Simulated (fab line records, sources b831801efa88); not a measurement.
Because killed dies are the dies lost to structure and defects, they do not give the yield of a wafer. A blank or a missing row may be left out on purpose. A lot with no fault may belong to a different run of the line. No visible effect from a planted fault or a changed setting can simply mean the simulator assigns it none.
The tool behind it: which one? / flow sky130 / 33 wafers from 11 lots sampled at 4 of the route's 708 steps

## WHAT THE GAUGES READ, wafer by wafer
SKY_METAL2_THK_MEAS_06: measures by xrf.
lot=L557; measured=day 33 18:49; on=film_metro-02; METAL2_ALCU_THK (nm)=243 243 243
lot=L558; measured=day 34 07:20; on=film_metro-01; METAL2_ALCU_THK (nm)=250 247 251
lot=L561; measured=day 35 11:28; on=film_metro-02; METAL2_ALCU_THK (nm)=243 245 244
lot=L565; measured=day 36 14:04; on=film_metro-03; METAL2_ALCU_THK (nm)=229 244 246
lot=L573; measured=day 39 15:20; on=film_metro-01; METAL2_ALCU_THK (nm)=250 250 251
lot=L574; measured=day 40 08:17; on=film_metro-03; METAL2_ALCU_THK (nm)=245 247 246
lot=L575; measured=day 40 09:46; on=film_metro-02; METAL2_ALCU_THK (nm)=252 248 250
lot=L576; measured=day 40 10:03; on=film_metro-01; METAL2_ALCU_THK (nm)=247 246 246
lot=L577; measured=day 40 10:22; on=film_metro-01; METAL2_ALCU_THK (nm)=248 249 246
lot=L578; measured=day 40 19:00; on=film_metro-02; METAL2_ALCU_THK (nm)=246 244 246
lot=L580; measured=day 41 05:32; on=film_metro-03; METAL2_ALCU_THK (nm)=244 244 243

## EACH LOT AND THE TOOL THAT RAN IT (in order: tool; ch and the chambers of the sampled wafers; start)
lot=L557; SKY_VIA1_ETCH_15=rie_diel-03 ch 1,2, day 33 17:16; SKY_VIA1_CMP_24=cmp-01 ch 2,3, day 33 18:14; SKY_METAL2_SPUTTER_04=pvd_sputter-03, day 33 18:38
lot=L558; SKY_VIA1_ETCH_15=rie_diel-02 ch 1,3, day 34 05:47; SKY_VIA1_CMP_24=cmp-01 ch 0,1,3, day 34 06:49; SKY_METAL2_SPUTTER_04=pvd_sputter-04, day 34 07:10
lot=L561; SKY_VIA1_ETCH_15=rie_diel-03 ch 0,1,2, day 35 09:55; SKY_VIA1_CMP_24=cmp-02 ch 1,3, day 35 10:53; SKY_METAL2_SPUTTER_04=pvd_sputter-03, day 35 11:17
lot=L565; SKY_VIA1_ETCH_15=rie_diel-02 ch 0,1,3, day 36 12:26; SKY_VIA1_CMP_24=cmp-02 ch 0,1,2, day 36 13:30; SKY_METAL2_SPUTTER_04=pvd_sputter-01, day 36 13:53
lot=L573; SKY_VIA1_ETCH_15=rie_diel-01 ch 0,3, day 39 13:48; SKY_VIA1_CMP_24=cmp-01 ch 0,3, day 39 14:49; SKY_METAL2_SPUTTER_04=pvd_sputter-03, day 39 15:10
lot=L574; SKY_VIA1_ETCH_15=rie_diel-01 ch 2,3, day 40 06:11; SKY_VIA1_CMP_24=cmp-02 ch 1,2, day 40 07:41; SKY_METAL2_SPUTTER_04=pvd_sputter-01, day 40 08:05
lot=L575; SKY_VIA1_ETCH_15=rie_diel-03 ch 0,1, day 40 07:59; SKY_VIA1_CMP_24=cmp-02 ch 0,2, day 40 09:14; SKY_METAL2_SPUTTER_04=pvd_sputter-03, day 40 09:35
lot=L576; SKY_VIA1_ETCH_15=rie_diel-02 ch 1,2,3, day 40 08:01; SKY_VIA1_CMP_24=cmp-02 ch 0,2,3, day 40 09:32; SKY_METAL2_SPUTTER_04=pvd_sputter-04, day 40 09:53
lot=L577; SKY_VIA1_ETCH_15=rie_diel-01 ch 0,1,2, day 40 08:42; SKY_VIA1_CMP_24=cmp-02 ch 0,1,3, day 40 09:50; SKY_METAL2_SPUTTER_04=pvd_sputter-03, day 40 10:11
lot=L578; SKY_VIA1_ETCH_15=rie_diel-01 ch 0,1,2, day 40 17:26; SKY_VIA1_CMP_24=cmp-02 ch 0,2,3, day 40 18:26; SKY_METAL2_SPUTTER_04=pvd_sputter-01, day 40 18:49
lot=L580; SKY_VIA1_ETCH_15=rie_diel-02 ch 1,2, day 41 03:58; SKY_VIA1_CMP_24=cmp-01 ch 0,1,3, day 41 04:58; SKY_METAL2_SPUTTER_04=pvd_sputter-03, day 41 05:22
- SKY_VIA1_ETCH_15: etches SiO2 in C4F8/O2/Ar, stops on TiN, target depth 351 nm, time 54 s.
- SKY_VIA1_CMP_24: polishes, stops on SiO2, t overpolish 15 s, target thk 0 nm.
- SKY_METAL2_SPUTTER_04: material TiN, target thk 70 nm, time 58.3 s.

## AS READ BY THE TOOLS THEMSELVES (means over the sampled wafers that have a number; for cases with no such wafer, the mark the record gives instead)
SKY_VIA1_ETCH_15.
lot=L557; tool=rie_diel-03; oes_product_au (a.u.)=0.983
lot=L558; tool=rie_diel-02; oes_product_au (a.u.)=0.976
lot=L561; tool=rie_diel-03; oes_product_au (a.u.)=0.981
lot=L565; tool=rie_diel-02; oes_product_au (a.u.)=0.980
lot=L573; tool=rie_diel-01; oes_product_au (a.u.)=0.983
lot=L574; tool=rie_diel-01; oes_product_au (a.u.)=0.980
lot=L575; tool=rie_diel-03; oes_product_au (a.u.)=0.979
lot=L576; tool=rie_diel-02; oes_product_au (a.u.)=0.977
lot=L577; tool=rie_diel-01; oes_product_au (a.u.)=0.984
lot=L578; tool=rie_diel-01; oes_product_au (a.u.)=0.982
lot=L580; tool=rie_diel-02; oes_product_au (a.u.)=0.988

SKY_VIA1_CMP_24.
lot=L557; tool=cmp-01; motor_current_A (A)=10.9; overpolish_run_s (s)=15.004; time_to_endpoint_s (s)=63.1
lot=L558; tool=cmp-01; motor_current_A (A)=10.8; overpolish_run_s (s)=14.993; time_to_endpoint_s (s)=62.2
lot=L561; tool=cmp-02; motor_current_A (A)=11.0; overpolish_run_s (s)=15.000; time_to_endpoint_s (s)=62.0
lot=L565; tool=cmp-02; motor_current_A (A)=11.7; overpolish_run_s (s)=15.002; time_to_endpoint_s (s)=62.0
lot=L573; tool=cmp-01; motor_current_A (A)=10.3; overpolish_run_s (s)=15.004; time_to_endpoint_s (s)=61.5
lot=L574; tool=cmp-02; motor_current_A (A)=11.3; overpolish_run_s (s)=15.007; time_to_endpoint_s (s)=64.3
lot=L575; tool=cmp-02; motor_current_A (A)=12.0; overpolish_run_s (s)=15.011; time_to_endpoint_s (s)=66.1
lot=L576; tool=cmp-02; motor_current_A (A)=10.8; overpolish_run_s (s)=15.005; time_to_endpoint_s (s)=63.3
lot=L577; tool=cmp-02; motor_current_A (A)=11.5; overpolish_run_s (s)=14.997; time_to_endpoint_s (s)=63.0
lot=L578; tool=cmp-02; motor_current_A (A)=10.7; overpolish_run_s (s)=14.989; time_to_endpoint_s (s)=64.0
lot=L580; tool=cmp-01; motor_current_A (A)=10.6; overpolish_run_s (s)=14.989; time_to_endpoint_s (s)=62.3

SKY_METAL2_SPUTTER_04.
lot=L557; tool=pvd_sputter-03; throttle_valve_pct (%)=30.2
lot=L558; tool=pvd_sputter-04; throttle_valve_pct (%)=31.7
lot=L561; tool=pvd_sputter-03; throttle_valve_pct (%)=31.2
lot=L565; tool=pvd_sputter-01; throttle_valve_pct (%)=29.4
lot=L573; tool=pvd_sputter-03; throttle_valve_pct (%)=30.6
lot=L574; tool=pvd_sputter-01; throttle_valve_pct (%)=30.0
lot=L575; tool=pvd_sputter-03; throttle_valve_pct (%)=29.7
lot=L576; tool=pvd_sputter-04; throttle_valve_pct (%)=31.5
lot=L577; tool=pvd_sputter-03; throttle_valve_pct (%)=30.5
lot=L578; tool=pvd_sputter-01; throttle_valve_pct (%)=29.6
lot=L580; tool=pvd_sputter-03; throttle_valve_pct (%)=30.1

## THE ANSWER, worked out from the rows above alone
Rule: what is usual is taken from the lots themselves. Put in order of their means at a reading, lots are off if they are a third of the lots or fewer, leave a main group of 4 or more, and stand apart from it by a gap of 3 or more times the standard deviation of the main group's means; of several such gaps the widest counts. A main group whose means are all the same, to the digits that the tables above print for the reading, isn't used. A lot without any number at a reading at which 4 lots or more have one is off too. The other lots that the step has rows for count as sound. First the gauges in route order, then the tools' own readings, where a lot's mean is used as printed above. The first step at which some lot is off is used, and at that step the reading that is off furthest; a lot without a number counts as furthest.
Nothing can be told from this: no lot is off at any reading shown.

## WHAT HAD BEEN PUT IN BY THE SIMULATOR
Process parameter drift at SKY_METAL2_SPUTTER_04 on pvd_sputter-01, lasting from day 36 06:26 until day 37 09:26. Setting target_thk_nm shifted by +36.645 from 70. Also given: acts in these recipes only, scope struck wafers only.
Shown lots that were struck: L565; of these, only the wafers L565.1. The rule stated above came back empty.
